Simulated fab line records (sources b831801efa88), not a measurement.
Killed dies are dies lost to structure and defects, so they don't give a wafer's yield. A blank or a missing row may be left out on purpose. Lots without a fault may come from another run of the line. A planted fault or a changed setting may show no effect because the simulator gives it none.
8D (eight disciplines) problem report, filled in by code ; flow sky130 ; the parts of the form that need people (team, actions taken, sign-off) are left out

1. WHAT IS WRONG
Across 6 wafers from 2 lots, VT_ADJUST_NCORE_TW at SKY_VT_ADJUST_NCORE_TW_MEAS_11 averages 117.5, while fault-free wafers read 216.9 with a standard deviation of 1.6. Measured from the usual mean, that is -62 standard deviations.
First seen on wafer L750.1, day 10 21:55, on film-metro-04. The record holds 36 wafers of 12 lots with a number at this step. By rule, "out" or "out of limits" means more than 4 standard deviations away from the usual mean. All remaining wafers that have a number are taken as sound.

2. WHAT IT IS; WHAT IT IS NOT
question;is;is not
which readings at this step;VT_ADJUST_NCORE_TW;-
which lots;L750, L753;L744, L745, L746, L756, L758, L760, L761, L762, L764, L765
which wafers of those lots;all that have a number;-
read on which gauges;film-metro-01, film-metro-04;film-metro-02
when;from day 10 21:55;"up to then (9 sound wafers); but 21 sound wafers of L756, L758, L760, L761, L762, L764, L765 came after"

3. THE SUSPECTS, EACH WITH WHAT RULES IT OUT
Counting: a tool at a process step up to the reading stays a suspect if it ran every lot that is out and no sound lot after the first of them.
- the gauge at SKY_VT_ADJUST_NCORE_TW_MEAS_11 is ruled out. Those wafers that are out were read across 2 gauges (film-metro-01, film-metro-04).
- implanter-04 at SKY_VT_ADJUST_NCORE_IMPLANT_09: kept. Every lot that is out went through it, starting with L750 (day 10 21:40), and after that it ran no sound lot; the last sound lot it ran before then is L746 (day 9 19:32). On those wafers its own readings are out: dose-ions-cm2, faraday-current-uA.
Remaining after the count: implanter-04 at SKY_VT_ADJUST_NCORE_IMPLANT_09.

4. THE CAUSE (what the simulator had put in)
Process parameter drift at SKY_VT_ADJUST_NCORE_IMPLANT_09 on implanter-04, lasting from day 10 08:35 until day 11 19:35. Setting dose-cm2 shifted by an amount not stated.
After counting, this tool was the only one left.

5. THE CHAIN OF EFFECTS, in route order
Each row: a reading whose mean over the struck wafers that have a number lies more than 3 standard deviations from the usual. Only readings for which the record gives a usual standard deviation are gone through. hours: the time from each lot's start at the first step in this table that gives one to its start at this step, as a median over the lots. sigmas: the change in usual standard deviations.
hours;step;reading;usual;on struck wafers;change;sigmas
0;SKY_VT_ADJUST_NCORE_IMPLANT_09;dose-ions-cm2;2.3996e+12;2.3698e+11;-2.1626e+12;-99 or more
0;SKY_VT_ADJUST_NCORE_IMPLANT_09;faraday-current-uA;13.48;1.34;-12.13;-43
0;SKY_VT_ADJUST_NCORE_TW_MEAS_11;VT_ADJUST_NCORE_TW;216.9;117.5;-99.4;-62
Here are the process steps it includes:
- SKY_VT_ADJUST_NCORE_IMPLANT_09

6. WHAT WOULD HAVE CAUGHT IT SOONER
13 hours passed between the start of the fault at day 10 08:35 and the first reading out of limits at a measuring or inspecting step in this record, taken at day 10 21:55.
At SKY_VT_ADJUST_NCORE_IMPLANT_09, the tool's own readings (dose-ions-cm2, faraday-current-uA) were out on each struck wafer the step has a row for, so an alarm limit on them would have fired on the first such wafer.
L753, from the lots that are out (2), started SKY_VT_ADJUST_NCORE_IMPLANT_09 on implanter-04 later than day 10 21:55. Putting the tool on hold at that point would have spared it.
